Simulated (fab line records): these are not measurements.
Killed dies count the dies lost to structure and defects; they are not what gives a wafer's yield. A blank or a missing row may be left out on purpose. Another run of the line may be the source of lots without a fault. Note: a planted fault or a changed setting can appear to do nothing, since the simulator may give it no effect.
Problem report in the 8D (eight disciplines) form, filled by code || flow sky130 || the parts of the form that need people (team, actions taken, sign-off) are left out

== 1. WHAT IS WRONG ==
Wafers without a fault read 0.983 a.u., standard deviation 0.0051; oes product au at SKY_VIA1_ETCH_15 reads a mean of 0.374 a.u. on 6 wafers belonging to 2 lots. So: -99 or more standard deviations from the usual mean.
The step: etches SiO2 in C4F8/O2/Ar, stops on TiN, target depth 351 nm, time 54 s.
The first sign was on wafer L188.2 at day 37 22:25, on rie diel-03. The record holds 33 wafers of 11 lots with a number at this step. Rule for "out" (also "out of limits"): further than 4 standard deviations from the usual mean. The rest of the wafers with a number are treated as sound.

== 2. WHAT IT IS, AND WHAT IT ISN'T ==
{"question": "which readings at this step", "is": "oes product au", "is not": "-"}
{"question": "which lots", "is": "L188, L189", "is not": "L179, L180, L182, L192, L194, L196, L199, L200, L201"}
{"question": "which wafers of those lots", "is": "all that have a number", "is not": "-"}
{"question": "read on which tools", "is": "rie diel-03, rie diel-04", "is not": "rie diel-01"}
{"question": "when", "is": "from day 37 22:25", "is not": "up to then (9 sound wafers); but 18 sound wafers of L192, L194, L196, L199, L200, L201 came after"}

== 3. SUSPECTS, AND WHAT RULES EACH OUT ==
Counting: a tool at any process step up to the reading remains a suspect when it ran all the lots that are out and ran no sound lot after the first of those.
- pvd sputter-04 at SKY_METAL1_SPUTTER_01 (material TiN, target thk 20 nm, time 16.7 s): ruled out as a lasting fault. Sound lots L192, L199 ran on it after its first lot that is out, L188 (day 35 17:26).
- hdpcvd-01 at SKY_VIA1_HDPCVD_00 (deposits SiO2, target thk 1030 nm, time 171.7 s): ruled out as a lasting fault. Sound lots L192, L194, L196, L200, L201 ran on it after its first lot that is out, L188 (day 36 19:50).
Left after counting: nothing in the record.

== 4. THE CAUSE (what the simulator had put in) ==
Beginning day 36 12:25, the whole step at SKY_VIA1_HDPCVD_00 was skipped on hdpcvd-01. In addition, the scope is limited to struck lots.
Counting ruled it out, wrongly: the rule takes a fault to strike every lot that its tool runs from its start on, and this one did not.

== 5. SEQUENCE OF EFFECTS, ordered by route ==
Rows list readings where the struck wafers' mean (over those with a number) sits beyond 3 standard deviations from the usual. Scope: only readings with a usual standard deviation given in the record; hours: median across lots of the time from each lot's start at the first step in this table that gives one to its start at this step; sigmas: change in usual standard deviations.
{"hours": 0, "step": "SKY_VIA1_ETCH_15", "reading": "oes product au", "usual": "0.983 a.u.", "on struck wafers": 0.374, "change": -0.609, "sigmas": "-99 or more"}
{"hours": 259, "step": "SKY_PAD_OPEN_PROBE_99", "reading": "defect limited yield", "usual": "82.4 %", "on struck wafers": 0.0, "change": -82.4, "sigmas": -48}
{"hours": 259, "step": "SKY_PAD_OPEN_PROBE_99", "reading": "killed_at_M0_to_M3", "usual": 44, "on struck wafers": 484, "change": "+440", "sigmas": "+64"}
{"hours": 259, "step": "SKY_PAD_OPEN_PROBE_99", "reading": "killed at contacts", "usual": 24, "on struck wafers": 5, "change": -19, "sigmas": -4.0}
{"hours": 259, "step": "SKY_PAD_OPEN_PROBE_99", "reading": "killed dies", "usual": 86, "on struck wafers": 492, "change": "+406", "sigmas": "+48"}
{"hours": 259, "step": "SKY_PAD_OPEN_PROBE_99", "reading": "killed on rim", "usual": 17, "on struck wafers": 96, "change": "+79", "sigmas": "+19"}
{"hours": 259, "step": "SKY_PAD_OPEN_PROBE_99", "reading": "killed open", "usual": 47, "on struck wafers": 8, "change": -39, "sigmas": -6.0}
{"hours": 259, "step": "SKY_PAD_OPEN_PROBE_99", "reading": "killed short", "usual": 39, "on struck wafers": 8, "change": -30, "sigmas": -5.1}
{"hours": 259, "step": "SKY_PAD_OPEN_PROBE_99", "reading": "sort_bin_3_pad_short", "usual": "0.9 %", "on struck wafers": 22.8, "change": "+21.9", "sigmas": "+55"}
{"hours": 259, "step": "SKY_PAD_OPEN_PROBE_99", "reading": "sort_bin_5_function", "usual": "10.4 %", "on struck wafers": 74.5, "change": "+64.1", "sigmas": "+43"}
{"hours": 259, "step": "SKY_PAD_OPEN_PROBE_99", "reading": "sort_bin_6_memory", "usual": "6.3 %", "on struck wafers": 2.7, "change": -3.6, "sigmas": -3.6}
{"hours": 259, "step": "SKY_PAD_OPEN_PROBE_99", "reading": "sort n pass", "usual": 406, "on struck wafers": 0, "change": -406, "sigmas": -48}
{"hours": 259, "step": "SKY_PAD_OPEN_PROBE_99", "reading": "sort yield pct", "usual": "82.4 %", "on struck wafers": 0.0, "change": -82.4, "sigmas": -48}
It contains these process steps:
- SKY_VIA1_ETCH_15: etches SiO2 in C4F8/O2/Ar, stops on TiN, target depth 351 nm, time 54 s.
- SKY_PAD_OPEN_PROBE_99
Readings that are blank on the struck wafers while sound wafers have them: pressure mtorr at SKY_VIA1_HDPCVD_00; run length s at SKY_VIA1_HDPCVD_00; sih4 flow sccm at SKY_VIA1_HDPCVD_00.

== 6. WHAT WOULD HAVE CAUGHT IT SOONER ==
The fault began at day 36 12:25; the first out-of-limits reading in this record came at day 37 22:25, 34 hours later.
At SKY_VIA1_HDPCVD_00 the tool's readings are blank on the struck wafers, where sound wafers have them: an empty tool record is the first sign, and it was there at once.
